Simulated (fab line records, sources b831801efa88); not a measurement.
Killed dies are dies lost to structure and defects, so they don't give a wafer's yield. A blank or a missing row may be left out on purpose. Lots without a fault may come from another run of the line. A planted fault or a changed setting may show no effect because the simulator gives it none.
Which tool did it? | flow sky130 | 13 lots, 39 wafers sampled, at 5 steps of a route of 708

WHAT THE GAUGES READ, wafer by wafer
SKY_CAPM_RS_MEAS_03: measures by four-point-probe. Usual: CAPM_TIN_RS 6.90 ohm/sq, standard deviation 0.073.
lot  | measured     | on            | CAPM_TIN_RS (ohm/sq) | flag
L778 | day 36 21:23 | film_metro-02 | 6.85 6.89 6.92       |
L777 | day 36 22:07 | film_metro-01 | 6.92 6.84 6.91       |
L779 | day 37 02:40 | film_metro-04 | 6.99 6.91 6.95       |
L780 | day 37 21:36 | film_metro-02 | 6.88 6.88 6.89       |
L781 | day 37 22:47 | film_metro-02 | 6.85 6.89 6.83       |
L782 | day 38 03:34 | film_metro-04 | 6.90 6.93 6.93       |
L783 | day 38 05:27 | film_metro-01 | 6.94 6.90 6.95       |
L784 | day 39 00:17 | film_metro-04 | 6.87 6.86 6.94       |
L785 | day 39 05:34 | film_metro-02 | 6.86 6.90 6.94       |
L788 | day 40 05:38 | film_metro-04 | 7.00 7.10 6.98       |
L798 | day 42 22:17 | film_metro-04 | 6.99 6.98 6.97       |
L797 | day 42 22:34 | film_metro-04 | 6.98 7.00 7.04       |
L799 | day 43 02:41 | film_metro-01 | 6.89 6.89 6.84       |

SKY_METAL3_CD_MEAS_13: target cd 300 nm. Usual: cd_nm 300.0 nm, standard deviation 1.2.
lot  | measured     | on        | cd_nm (nm)        | flag
L778 | day 39 01:41 | cd_sem-01 | 299.6 300.8 298.4 |
L777 | day 39 01:53 | cd_sem-02 | 301.3 300.8 301.5 |
L779 | day 39 07:26 | cd_sem-01 | 299.4 300.2 300.7 |
L780 | day 39 23:56 | cd_sem-01 | 300.9 300.0 300.8 |
L781 | day 40 02:11 | cd_sem-02 | 299.2 299.1 298.8 |
L782 | day 40 06:53 | cd_sem-02 | 300.5 301.3 300.3 |
L783 | day 40 08:05 | cd_sem-01 | 299.6 298.9 298.4 |
L784 | day 41 02:50 | cd_sem-01 | 300.2 298.4 300.6 |
L785 | day 41 06:46 | cd_sem-02 | 300.7 300.9 302.7 |
L788 | day 42 06:13 | cd_sem-01 | 243.4 257.0 248.6 | OFF
L798 | day 44 19:30 | cd_sem-02 | 299.1 299.6 300.1 |
L797 | day 44 20:20 | cd_sem-02 | 297.7 298.0 297.6 |
L799 | day 44 23:59 | cd_sem-01 | 299.2 300.1 299.4 |

SKY_METAL3_OVL_MEAS_14. Usual: METAL3_OVL -1 nm, standard deviation 6.5.
lot  | measured     | on         | METAL3_OVL (nm) | flag
L778 | day 39 01:47 | overlay-01 | 1 -4 3          |
L777 | day 39 01:58 | overlay-02 | -8 -2 -16       |
L779 | day 39 07:31 | overlay-01 | 9 10 5          |
L780 | day 40 00:01 | overlay-02 | -7 4 0          |
L781 | day 40 02:16 | overlay-01 | -12 -2 -7       |
L782 | day 40 07:01 | overlay-02 | -3 -9 -11       |
L783 | day 40 08:10 | overlay-01 | -3 -9 -5        |
L784 | day 41 02:55 | overlay-02 | -3 -6 0         |
L785 | day 41 06:53 | overlay-02 | -2 1 -4         |
L788 | day 42 06:20 | overlay-02 | 0 -2 7          |
L798 | day 44 19:35 | overlay-01 | -10 -1 -10      |
L797 | day 44 20:27 | overlay-02 | -2 3 3          |
L799 | day 45 00:07 | overlay-01 | 5 -5 4          |

WHICH TOOL RAN EACH LOT (tool, then ch and the chambers of the sampled wafers, then the start)
lot  | SKY_METAL3_SPUTTER_02        | SKY_METAL3_EXPOSE_10
L778 | pvd_sputter-01, day 36 20:58 | krf_scanner-01 ch 0, day 38 13:13
L777 | pvd_sputter-02, day 36 21:46 | krf_scanner-01 ch 0, day 38 13:35
L779 | pvd_sputter-01, day 37 02:20 | krf_scanner-02 ch 0, day 38 19:05
L780 | pvd_sputter-01, day 37 21:16 | krf_scanner-01 ch 0, day 39 11:35
L781 | pvd_sputter-03, day 37 22:26 | krf_scanner-02 ch 0, day 39 13:50
L782 | pvd_sputter-03, day 38 03:16 | krf_scanner-01 ch 0, day 39 18:23
L783 | pvd_sputter-03, day 38 05:05 | krf_scanner-01 ch 0, day 39 20:05
L784 | pvd_sputter-02, day 38 23:56 | krf_scanner-02 ch 0, day 40 14:27
L785 | pvd_sputter-02, day 39 05:16 | krf_scanner-02 ch 0, day 40 18:35
L788 | pvd_sputter-02, day 40 05:20 | krf_scanner-02 ch 0, day 41 18:24
L798 | pvd_sputter-01, day 42 21:56 | krf_scanner-02 ch 0, day 44 09:08
L797 | pvd_sputter-03, day 42 22:14 | krf_scanner-01 ch 0, day 44 10:01
L799 | pvd_sputter-02, day 43 02:23 | krf_scanner-02 ch 0, day 44 13:57
- SKY_METAL3_SPUTTER_02: material AlCu, target thk 735 nm, time 39.1 s.
- SKY_METAL3_EXPOSE_10: exposes mask MM3, target cd 300 nm.

WHAT THE TOOLS THEMSELVES READ (means of the sampled wafers that have a number; where no wafer has one, the mark that the record gives instead)
SKY_METAL3_SPUTTER_02. Usual: throttle_valve_pct 30.0 %, standard deviation 1.3.
lot  | tool           | throttle_valve_pct (%) | flag
L778 | pvd_sputter-01 | 29.4                   |
L777 | pvd_sputter-02 | 30.0                   |
L779 | pvd_sputter-01 | 29.6                   |
L780 | pvd_sputter-01 | 28.8                   |
L781 | pvd_sputter-03 | 31.0                   |
L782 | pvd_sputter-03 | 31.6                   |
L783 | pvd_sputter-03 | 30.1                   |
L784 | pvd_sputter-02 | 30.3                   |
L785 | pvd_sputter-02 | 29.8                   |
L788 | pvd_sputter-02 | 29.9                   |
L798 | pvd_sputter-01 | 30.5                   |
L797 | pvd_sputter-03 | 30.7                   |
L799 | pvd_sputter-02 | 30.2                   |

SKY_METAL3_EXPOSE_10. Usual: exposure_dose_mJ_cm2 28.008, standard deviation 0.025.
lot  | tool           | exposure_dose_mJ_cm2 | flag
L778 | krf_scanner-01 | 28.015               |
L777 | krf_scanner-01 | 28.000               |
L779 | krf_scanner-02 | 28.004               |
L780 | krf_scanner-01 | 27.999               |
L781 | krf_scanner-02 | 28.039               |
L782 | krf_scanner-01 | 28.006               |
L783 | krf_scanner-01 | 28.017               |
L784 | krf_scanner-02 | 28.042               |
L785 | krf_scanner-02 | 28.011               |
L788 | krf_scanner-02 | 26.229               | OFF
L798 | krf_scanner-02 | 27.971               |
L797 | krf_scanner-01 | 28.002               |
L799 | krf_scanner-02 | 28.006               |

THE ANSWER, worked out from the rows above alone
Rule: a lot is off if the mean of its wafers that have a number lies more than 3 standard deviations from the usual mean. A lot without any number at a reading at which 4 lots or more have one is off too. The other lots that the step has rows for count as sound. The gauges are gone through in route order, then the tools' own readings, and for those a lot's mean is taken as printed above. The first step at which some lot is off is used, and at that step the reading that is off furthest; a lot without a number counts as furthest.
Off: L788, at SKY_METAL3_CD_MEAS_13 (cd_nm).
A tool fits if, at a process step before that reading, it ran every lot that is off, and no sound lot after the first of them. The gauges at SKY_METAL3_CD_MEAS_13 aren't tried: what is off there is off at SKY_METAL3_EXPOSE_10 too, on other tools, and a gauge's error can't cause that. None of those tried fits.

WHAT THE SIMULATOR HAD PUT IN
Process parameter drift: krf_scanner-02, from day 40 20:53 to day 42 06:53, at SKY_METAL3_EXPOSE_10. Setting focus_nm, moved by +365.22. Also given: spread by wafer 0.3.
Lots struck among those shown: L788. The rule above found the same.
